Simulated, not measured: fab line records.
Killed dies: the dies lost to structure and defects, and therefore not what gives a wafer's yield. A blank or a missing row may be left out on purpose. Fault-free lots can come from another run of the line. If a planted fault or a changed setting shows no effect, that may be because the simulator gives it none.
Split-lot study + flow sfq_line + on a route of 325 steps: 5 lots, 23 wafers read

== THE SPLIT ITSELF ==
At SFQ_TRILAYER_INCOMING_OXIDATION_002 (target thk 500 nm, ox time 4939 s), the setting temp_c was moved away from the recipe's 1000 C on 15 of the 23 wafers read, by +1.8% to +2.9%. For the rest of the wafers, this setting stayed at what the recipe calls for.

The reading is taken at the split's own step.

== THE READING ==
SiO2_of_TRILAYER_INCOMING_OXIDATION_002.thk_nm (the simulator's own value, which no gauge read), in nm, at SFQ_TRILAYER_INCOMING_OXIDATION_002 (target thk 500 nm, ox time 4939 s). No usual value for it is given in the file. Average 506.1 nm, standard deviation 2.6 nm, over the 8 wafers here run with the recipe.

| wafer  | tool, chamber at the split | temp_c as run, C | against the recipe | SiO2_of_TRILAYER_INCOMING_OXIDATION_002.thk_nm, nm | against lot-mates on the recipe |
|--------|----------------------------|------------------|--------------------|----------------------------------------------------|---------------------------------|
| L074.2 | furnace-02, 0              | 1000             | recipe             | 504.6                                              | -                               |
| L074.3 | furnace-02, 0              | 1000             | recipe             | 506.9                                              | -                               |
| L074.5 | furnace-02, 0              | 1000             | recipe             | 504.5                                              | -                               |
| L076.1 | -, -                       | 1029             | +2.9%              | 618.6                                              | no lot-mate on the recipe       |
| L076.2 | -, -                       | 1029             | +2.9%              | 611.8                                              | no lot-mate on the recipe       |
| L076.3 | -, -                       | 1029             | +2.9%              | 612.7                                              | no lot-mate on the recipe       |
| L076.4 | -, -                       | 1029             | +2.9%              | 613.2                                              | no lot-mate on the recipe       |
| L076.6 | -, -                       | 1029             | +2.9%              | 605.1                                              | no lot-mate on the recipe       |
| L080.1 | -, -                       | 1000             | recipe             | 508.5                                              | -                               |
| L080.2 | -, -                       | 1000             | recipe             | 505.1                                              | -                               |
| L080.3 | -, -                       | 1000             | recipe             | 507.4                                              | -                               |
| L080.4 | -, -                       | 1000             | recipe             | 501.2                                              | -                               |
| L080.5 | -, -                       | 1000             | recipe             | 510.2                                              | -                               |
| L083.1 | -, -                       | 1020             | +2.0%              | 564.5                                              | no lot-mate on the recipe       |
| L083.2 | -, -                       | 1020             | +2.0%              | 565.1                                              | no lot-mate on the recipe       |
| L083.3 | -, -                       | 1020             | +2.0%              | 559.3                                              | no lot-mate on the recipe       |
| L083.5 | -, -                       | 1020             | +2.0%              | 560.4                                              | no lot-mate on the recipe       |
| L083.6 | -, -                       | 1020             | +2.0%              | 571.4                                              | no lot-mate on the recipe       |
| L084.2 | -, -                       | 1018             | +1.8%              | 565.6                                              | no lot-mate on the recipe       |
| L084.3 | -, -                       | 1018             | +1.8%              | 561.4                                              | no lot-mate on the recipe       |
| L084.4 | -, -                       | 1018             | +1.8%              | 562.5                                              | no lot-mate on the recipe       |
| L084.5 | -, -                       | 1018             | +1.8%              | 563.5                                              | no lot-mate on the recipe       |
| L084.6 | -, -                       | 1018             | +1.8%              | 561.5                                              | no lot-mate on the recipe       |

FIT RESULTS
A straight line over all 23 wafers: SiO2_of_TRILAYER_INCOMING_OXIDATION_002.thk_nm changes by +34.7 nm for each +1% of temp_c; r = +0.99; the points scatter about the line by 7.1 nm.
Too few moved wafers with a lot-mate on the recipe to fit a line net of each lot's own level.

== THE FILE'S OWN FIT ==
SiO2_of_TRILAYER_INCOMING_OXIDATION_002.thk_nm changes by +34.7 nm for each +1% of temp_c, r = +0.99.
